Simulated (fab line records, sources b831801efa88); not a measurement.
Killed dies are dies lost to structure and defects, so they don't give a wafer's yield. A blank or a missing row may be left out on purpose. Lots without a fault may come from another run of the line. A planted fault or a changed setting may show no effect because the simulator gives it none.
Which tool did it? | flow gf180mcu | 12 lots, 36 wafers sampled, at 5 steps of a route of 602

WHAT THE GAUGES READ, wafer by wafer
GF_V1_CD_MEAS_14: target cd 260 nm. Usual: cd_nm 260.3 nm, standard deviation 1.4.
lot  | measured     | on        | cd_nm (nm)                          | flag
L688 | day 19 16:05 | cd_sem-01 | 261.4 261.3 261.5                   |
L689 | day 19 22:14 | cd_sem-02 | 259.7 259.8 260.1                   |
L690 | day 20 09:52 | cd_sem-02 | 260.1 260.3 261.9                   |
L691 | day 20 15:20 | cd_sem-02 | 261.1 260.8 261.4                   |
L692 | day 20 19:40 | cd_sem-02 | 261.5 261.3 260.7                   |
L693 | day 21 00:34 | cd_sem-01 | 261.4 262.1 261.5                   |
L695 | day 22 06:10 | cd_sem-02 | 261.1 261.5 262.0                   |
L697 | day 22 13:52 | cd_sem-01 | 260.7 260.4 260.5                   |
L704 | day 25 03:17 | cd_sem-02 | 250.3 250.1 251.1 250.5 249.9 251.2 | OFF
L705 | day 25 05:32 | cd_sem-02 | 250.9 250.7 250.6 251.0 250.6 250.2 | OFF
L707 | day 25 17:26 | cd_sem-02 | 250.7 250.1 250.1 250.5 249.8 250.6 | OFF
L708 | day 26 00:42 | cd_sem-02 | 260.9 260.6 261.4                   |

GF_V1_RS_MEAS_24: measures by four-point-probe. Usual: V1_W_RS 0.327 ohm/sq, standard deviation 0.0033.
lot  | measured     | on            | V1_W_RS (ohm/sq)  | flag
L688 | day 19 17:14 | film_metro-03 | 0.327 0.325 0.331 |
L689 | day 19 23:37 | film_metro-02 | 0.326 0.327 0.325 |
L690 | day 20 10:53 | film_metro-03 | 0.325 0.331 0.320 |
L691 | day 20 16:28 | film_metro-03 | 0.327 0.325 0.328 |
L692 | day 20 20:49 | film_metro-04 | 0.330 0.326 0.334 |
L693 | day 21 01:41 | film_metro-02 | 0.330 0.329 0.326 |
L695 | day 22 07:13 | film_metro-03 | 0.332 0.330 0.327 |
L697 | day 22 14:56 | film_metro-02 | 0.330 0.324 0.325 |
L704 | day 25 07:07 | film_metro-04 | 0.329 0.327 0.330 |
L705 | day 25 07:58 | film_metro-03 | 0.330 0.327 0.326 |
L707 | day 25 21:23 | film_metro-03 | 0.323 0.326 0.326 |
L708 | day 26 01:48 | film_metro-02 | 0.335 0.327 0.332 |

WHICH TOOL RAN EACH LOT (tool, then ch and the chambers of the sampled wafers, then the start)
lot  | GF_V1_EXPOSE_11                   | GF_V1_ETCH_16                      | GF_V1_SPUTTER_22
L688 | krf_scanner-01 ch 0, day 19 04:25 | rie_diel-04 ch 0,1, day 19 16:14   | pvd_sputter-03, day 19 17:05
L689 | krf_scanner-01 ch 0, day 19 10:23 | rie_diel-04 ch 0,1,2, day 19 22:23 | pvd_sputter-03, day 19 23:27
L690 | krf_scanner-02 ch 0, day 19 21:44 | rie_diel-02 ch 0,1, day 20 10:00   | pvd_sputter-01, day 20 10:43
L691 | krf_scanner-02 ch 0, day 20 03:44 | rie_diel-02 ch 0,1,2, day 20 15:26 | pvd_sputter-03, day 20 16:16
L692 | krf_scanner-02 ch 0, day 20 07:53 | rie_diel-02 ch 1,2, day 20 19:50   | pvd_sputter-01, day 20 20:40
L693 | krf_scanner-02 ch 0, day 20 13:04 | rie_diel-04 ch 0,1, day 21 00:42   | pvd_sputter-01, day 21 01:31
L695 | krf_scanner-02 ch 0, day 21 18:31 | rie_diel-03 ch 0,1,3, day 22 06:20 | pvd_sputter-03, day 22 07:04
L697 | krf_scanner-02 ch 0, day 22 02:49 | rie_diel-02 ch 1,2,3, day 22 14:02 | pvd_sputter-03, day 22 14:47
L704 | krf_scanner-02 ch 0, day 24 16:29 | rie_diel-02 ch 0,2, day 25 05:44   | pvd_sputter-03, day 25 06:53
L705 | krf_scanner-02 ch 0, day 24 19:08 | rie_diel-02 ch 0,2,3, day 25 06:44 | pvd_sputter-03, day 25 07:49
L707 | krf_scanner-02 ch 0, day 25 07:13 | rie_diel-03 ch 0,1,3, day 25 20:22 | pvd_sputter-03, day 25 21:14
L708 | krf_scanner-01 ch 0, day 25 14:13 | rie_diel-02 ch 1,2, day 26 00:48   | pvd_sputter-04, day 26 01:34
- GF_V1_EXPOSE_11: exposes mask Via1, target cd 260 nm.
- GF_V1_ETCH_16: etches BARC in N2/H2.
- GF_V1_SPUTTER_22: material TiN, target thk 10 nm, time 40 s.

WHAT THE TOOLS THEMSELVES READ (means of the sampled wafers that have a number; where no wafer has one, the mark that the record gives instead)
GF_V1_EXPOSE_11. Usual: exposure_dose_mJ_cm2 37.97, standard deviation 0.037; reticle_temp_C 22.98 C, standard deviation 0.11.
lot  | tool           | exposure_dose_mJ_cm2 | reticle_temp_C (C) | flag
L688 | krf_scanner-01 | 37.98                | 22.91              |
L689 | krf_scanner-01 | 38.00                | 22.83              |
L690 | krf_scanner-02 | 38.04                | 22.92              |
L691 | krf_scanner-02 | 37.98                | 23.08              |
L692 | krf_scanner-02 | 37.99                | 23.07              |
L693 | krf_scanner-02 | 37.96                | 23.01              |
L695 | krf_scanner-02 | 37.99                | 22.99              |
L697 | krf_scanner-02 | 37.98                | 22.88              |
L704 | krf_scanner-02 | 35.41                | 22.93              | OFF
L705 | krf_scanner-02 | 35.45                | 22.89              | OFF
L707 | krf_scanner-02 | 36.36                | 23.01              | OFF
L708 | krf_scanner-01 | 37.94                | 23.13              |

GF_V1_ETCH_16. Usual: drypump_motor_current_A 5.70 A, standard deviation 0.28; oes_product_au 0.854 a.u., standard deviation 0.0054; throttle_valve_pct 13.223 %, standard deviation 0.0092.
lot  | tool        | drypump_motor_current_A (A) | oes_product_au (a.u.) | throttle_valve_pct (%) | flag
L688 | rie_diel-04 | 6.12                        | 0.853                 | 13.219                 |
L689 | rie_diel-04 | 5.95                        | 0.854                 | 13.223                 |
L690 | rie_diel-02 | 5.70                        | 0.854                 | 13.224                 |
L691 | rie_diel-02 | 5.58                        | 0.852                 | 13.227                 |
L692 | rie_diel-02 | 5.46                        | 0.850                 | 13.224                 |
L693 | rie_diel-04 | 6.12                        | 0.847                 | 13.224                 |
L695 | rie_diel-03 | 5.67                        | 0.860                 | 13.219                 |
L697 | rie_diel-02 | 5.55                        | 0.853                 | 13.227                 |
L704 | rie_diel-02 | 5.60                        | 0.854                 | 13.225                 |
L705 | rie_diel-02 | 5.68                        | 0.853                 | 13.226                 |
L707 | rie_diel-03 | 5.68                        | 0.859                 | 13.227                 |
L708 | rie_diel-02 | 5.45                        | 0.852                 | 13.220                 |

GF_V1_SPUTTER_22. Usual: throttle_valve_pct 29.8 %, standard deviation 0.58.
lot  | tool           | throttle_valve_pct (%) | flag
L688 | pvd_sputter-03 | 29.8                   |
L689 | pvd_sputter-03 | 29.7                   |
L690 | pvd_sputter-01 | 29.5                   |
L691 | pvd_sputter-03 | 30.1                   |
L692 | pvd_sputter-01 | 29.3                   |
L693 | pvd_sputter-01 | 29.3                   |
L695 | pvd_sputter-03 | 29.9                   |
L697 | pvd_sputter-03 | 30.1                   |
L704 | pvd_sputter-03 | 29.9                   |
L705 | pvd_sputter-03 | 29.9                   |
L707 | pvd_sputter-03 | 29.6                   |
L708 | pvd_sputter-04 | 29.2                   |

THE ANSWER, worked out from the rows above alone
Rule: a lot is off if the mean of its wafers that have a number lies more than 3 standard deviations from the usual mean. A lot without any number at a reading at which 4 lots or more have one is off too. The other lots that the step has rows for count as sound. The gauges are gone through in route order, then the tools' own readings, and for those a lot's mean is taken as printed above. The first step at which some lot is off is used, and at that step the reading that is off furthest; a lot without a number counts as furthest.
Off: L704, L705, L707, at GF_V1_CD_MEAS_14 (cd_nm).
A tool fits if, at a process step before that reading, it ran every lot that is off, and no sound lot after the first of them. The gauges at GF_V1_CD_MEAS_14 aren't tried: what is off there is off at GF_V1_EXPOSE_11 too, on other tools, and a gauge's error can't cause that. One fits: krf_scanner-02 at GF_V1_EXPOSE_11. Its last sound lot is L697 (day 22 02:49), its first lot that is off L704 (day 24 16:29): a fault that began between those two fits.
The tool's own readings at GF_V1_EXPOSE_11 bear it out: on the lots that are off they differ by more than 5 times the standard deviation of the sound lots' means. exposure_dose_mJ_cm2 reads 35.74 there against 37.98 on the sound lots.

WHAT THE SIMULATOR HAD PUT IN
Process parameter drift: krf_scanner-02, from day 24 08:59 on, at GF_V1_EXPOSE_11. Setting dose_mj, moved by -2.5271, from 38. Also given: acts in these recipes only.
Lots struck among those shown: L704, L705, L707. The rule above found the same.
